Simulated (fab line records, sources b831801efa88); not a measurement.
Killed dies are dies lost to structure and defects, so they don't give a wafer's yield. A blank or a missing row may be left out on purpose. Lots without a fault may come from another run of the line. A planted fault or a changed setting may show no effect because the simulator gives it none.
Which tool did it? | flow gf180mcu | 12 lots, 33 wafers sampled, at 6 steps of a route of 602

WHAT THE GAUGES READ, wafer by wafer
GF_HV_LDD_CD_MEAS_31: target cd 400 nm. Usual: cd_nm 400.8 nm, standard deviation 2.3.
lot  | measured     | on        | cd_nm (nm)        | flag
L875 | day 11 08:53 | cd_sem-02 | 402.1 402.1 401.2 |
L878 | day 12 14:47 | cd_sem-01 | 402.5 403.0 403.3 |
L879 | day 12 23:08 | cd_sem-01 | 399.2 399.8 399.1 |
L881 | day 13 10:20 | cd_sem-01 | 403.4 401.2 402.7 |
L882 | day 13 21:32 | cd_sem-01 | 400.3 398.1 399.2 |
L886 | day 15 02:30 | cd_sem-01 | 403.8 403.9 403.5 |
L889 | day 16 02:04 | cd_sem-01 | 402.5 400.9       |
L890 | day 16 09:32 | cd_sem-02 | 397.0 397.7       |
L891 | day 16 16:50 | cd_sem-02 | 405.4 403.5       |
L896 | day 18 09:19 | cd_sem-01 | 401.7 401.9 400.5 |
L897 | day 18 14:01 | cd_sem-01 | 402.8 402.1 404.1 |
L898 | day 19 03:06 | cd_sem-01 | 398.7 397.2 397.9 |

GF_PSD_TW_MEAS_11. Usual: PSD_TW 3187, standard deviation 16.
lot  | measured     | on            | PSD_TW         | flag
L875 | day 14 01:48 | film_metro-04 | 3183 3181 3166 |
L878 | day 15 09:16 | film_metro-03 | 3206 3197 3197 |
L879 | day 15 18:55 | film_metro-01 | 3188 3212 3200 |
L881 | day 16 04:31 | film_metro-04 | 3181 3174 3179 |
L882 | day 16 18:53 | film_metro-04 | 3188 3179 3182 |
L886 | day 18 02:13 | film_metro-04 | 3173 3153 3171 |
L889 | day 19 03:38 | film_metro-01 | 3027 3184      | OFF
L890 | day 19 12:46 | film_metro-03 | 3007 3161      | OFF
L891 | day 19 19:14 | film_metro-04 | 3003 3181      | OFF
L896 | day 21 13:44 | film_metro-01 | 3206 3209 3199 |
L897 | day 21 17:15 | film_metro-04 | 3177 3169 3168 |
L898 | day 22 07:16 | film_metro-04 | 3191 3179 3175 |

GF_PSD_RS_MEAS_15: measures by four-point-probe. Usual: PSD_RS 108.57 ohm/sq, standard deviation 0.26.
lot  | measured     | on            | PSD_RS (ohm/sq)      | flag
L875 | day 14 02:07 | film_metro-01 | 109.21 108.93 108.94 |
L878 | day 15 09:35 | film_metro-04 | 108.18 108.57 108.40 |
L879 | day 15 19:14 | film_metro-03 | 108.69 108.59 108.28 |
L881 | day 16 04:51 | film_metro-04 | 108.28 108.37 108.24 |
L882 | day 16 19:12 | film_metro-01 | 108.69 108.75 108.70 |
L886 | day 18 02:32 | film_metro-03 | 108.89 108.48 108.66 |
L889 | day 19 03:58 | film_metro-01 | 122.72 108.50        | OFF
L890 | day 19 13:05 | film_metro-03 | 123.28 108.65        | OFF
L891 | day 19 19:33 | film_metro-04 | 123.04 108.87        | OFF
L896 | day 21 14:03 | film_metro-03 | 108.66 108.34 108.72 |
L897 | day 21 17:34 | film_metro-03 | 108.36 109.03 108.90 |
L898 | day 22 07:37 | film_metro-03 | 108.29 108.19 108.43 |

GF_SAB_OVL_MEAS_10. Usual: SAB_OVL 0.8 nm, standard deviation 1.2.
lot  | measured     | on         | SAB_OVL (nm)  | flag
L875 | day 14 22:50 | overlay-02 | 0.8 0.8 1.4   |
L878 | day 16 07:50 | overlay-02 | -1.5 -0.1 0.9 |
L879 | day 16 16:57 | overlay-02 | 1.6 0.7 2.6   |
L881 | day 17 03:11 | overlay-02 | 1.7 1.9 3.3   |
L882 | day 17 18:30 | overlay-02 | 0.8 1.4 2.4   |
L886 | day 19 02:32 | overlay-01 | 1.3 0.5 0.4   |
L889 | day 20 04:16 | overlay-02 | 0.8 0.9       |
L890 | day 20 12:53 | overlay-02 | 1.3 0.2       |
L891 | day 20 19:48 | overlay-01 | 1.8 1.6       |
L896 | day 22 12:48 | overlay-02 | 1.7 0.0 1.7   |
L897 | day 22 16:23 | overlay-02 | -0.8 1.9 0.7  |
L898 | day 23 06:32 | overlay-02 | 1.4 2.6 4.3   |

WHICH TOOL RAN EACH LOT (tool, then ch and the chambers of the sampled wafers, then the start)
lot  | GF_PSD_IMPLANT_09               | GF_PSD_STRIP_10
L875 | implanter-01 ch 0, day 14 01:33 | plasma_asher-02 ch 0,1, day 14 01:42
L878 | implanter-02 ch 0, day 15 09:01 | plasma_asher-04 ch 0,1, day 15 09:09
L879 | implanter-02 ch 0, day 15 18:40 | plasma_asher-03 ch 0,1, day 15 18:48
L881 | implanter-01 ch 0, day 16 04:17 | plasma_asher-02 ch 0,1, day 16 04:25
L882 | implanter-04 ch 0, day 16 18:38 | plasma_asher-04 ch 0,1, day 16 18:47
L886 | implanter-01 ch 0, day 18 01:58 | plasma_asher-04 ch 1, day 18 02:06
L889 | implanter-01 ch 0, day 19 03:25 | plasma_asher-02 ch 0,1, day 19 03:32
L890 | implanter-01 ch 0, day 19 12:31 | plasma_asher-03 ch 0,1, day 19 12:40
L891 | implanter-01 ch 0, day 19 18:59 | plasma_asher-02 ch 0,1, day 19 19:08
L896 | implanter-04 ch 0, day 21 13:29 | plasma_asher-03 ch 0,1, day 21 13:38
L897 | implanter-04 ch 0, day 21 17:00 | plasma_asher-03 ch 0,1, day 21 17:09
L898 | implanter-04 ch 0, day 22 07:03 | plasma_asher-03 ch 0,1, day 22 07:11
- GF_PSD_IMPLANT_09
- GF_PSD_STRIP_10: strips in O2/N2.

WHAT THE TOOLS THEMSELVES READ (means of the sampled wafers that have a number; where no wafer has one, the mark that the record gives instead)
GF_PSD_IMPLANT_09. Usual: beam_on_s 10.02 s, standard deviation 0.19; end_station_pressure_torr 1.18e-05 Torr, standard deviation 6.4e-07; faraday_current_uA 8237, standard deviation 160.
lot  | tool         | beam_on_s (s) | end_station_pressure_torr (Torr) | faraday_current_uA | flag
L875 | implanter-01 | 10.15         | 1.13e-05                         | 8142               |
L878 | implanter-02 | 10.04         | 1.22e-05                         | 8213               |
L879 | implanter-02 | 9.95          | 1.13e-05                         | 8297               |
L881 | implanter-01 | 10.14         | 1.08e-05                         | 8127               |
L882 | implanter-04 | 10.00         | 1.13e-05                         | 8243               |
L886 | implanter-01 | 10.03         | 1.17e-05                         | 8229               |
L889 | implanter-01 | 8.78          | 1.26e-05                         | 9513               | OFF
L890 | implanter-01 | 8.71          | 1.19e-05                         | 9558               | OFF
L891 | implanter-01 | 8.64          | 1.22e-05                         | 9674               | OFF
L896 | implanter-04 | 10.03         | 1.20e-05                         | 8243               |
L897 | implanter-04 | 9.96          | 1.17e-05                         | 8296               |
L898 | implanter-04 | 9.98          | 1.20e-05                         | 8258               |

GF_PSD_STRIP_10. Usual: drypump_motor_current_A 5.4 A, standard deviation 0.52; heater_power_w 344 W, standard deviation 33; oes_product_au 0.592 a.u., standard deviation 0.0043; strip_time_to_endpoint_s 16.53 s, standard deviation 0.035.
lot  | tool            | drypump_motor_current_A (A) | heater_power_w (W) | oes_product_au (a.u.) | strip_time_to_endpoint_s (s) | flag
L875 | plasma_asher-02 | 5.5                         | 371                | 0.594                 | 16.50                        |
L878 | plasma_asher-04 | 5.4                         | 314                | 0.593                 | 16.50                        |
L879 | plasma_asher-03 | 5.0                         | 350                | 0.593                 | 16.50                        |
L881 | plasma_asher-02 | 5.5                         | 355                | 0.593                 | 16.52                        |
L882 | plasma_asher-04 | 5.4                         | 313                | 0.592                 | 16.54                        |
L886 | plasma_asher-04 | 4.9                         | 317                | 0.590                 | 16.51                        |
L889 | plasma_asher-02 | 5.5                         | 360                | 0.601                 | 16.16                        | OFF
L890 | plasma_asher-03 | 5.0                         | 340                | 0.606                 | 16.09                        | OFF
L891 | plasma_asher-02 | 5.5                         | 360                | 0.604                 | 16.09                        | OFF
L896 | plasma_asher-03 | 5.0                         | 342                | 0.591                 | 16.58                        |
L897 | plasma_asher-03 | 5.0                         | 341                | 0.593                 | 16.55                        |
L898 | plasma_asher-03 | 5.0                         | 345                | 0.595                 | 16.54                        |

THE ANSWER, worked out from the rows above alone
Rule: a lot is off if the mean of its wafers that have a number lies more than 3 standard deviations from the usual mean. A lot without any number at a reading at which 4 lots or more have one is off too. The other lots that the step has rows for count as sound. The gauges are gone through in route order, then the tools' own readings, and for those a lot's mean is taken as printed above. The first step at which some lot is off is used, and at that step the reading that is off furthest; a lot without a number counts as furthest.
Off: L889, L890, L891, at GF_PSD_TW_MEAS_11 (PSD_TW).
A tool fits if, at a process step before that reading, it ran every lot that is off, and no sound lot after the first of them. The gauges at GF_PSD_TW_MEAS_11 aren't tried: what is off there is off at GF_PSD_IMPLANT_09 too, on other tools, and a gauge's error can't cause that. One fits: implanter-01 at GF_PSD_IMPLANT_09. Its last sound lot is L886 (day 18 01:58), its first lot that is off L889 (day 19 03:25): a fault that began between those two fits.
The tool's own readings at GF_PSD_IMPLANT_09 bear it out: on the lots that are off they differ by more than 5 times the standard deviation of the sound lots' means. beam_on_s reads 8.71 s there against 10.03 s on the sound lots; faraday_current_uA reads 9582 there against 8228 on the sound lots.

WHAT THE SIMULATOR HAD PUT IN
Process parameter drift: implanter-01, from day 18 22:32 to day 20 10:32, at GF_PSD_IMPLANT_09. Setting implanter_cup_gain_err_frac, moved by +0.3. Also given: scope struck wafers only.
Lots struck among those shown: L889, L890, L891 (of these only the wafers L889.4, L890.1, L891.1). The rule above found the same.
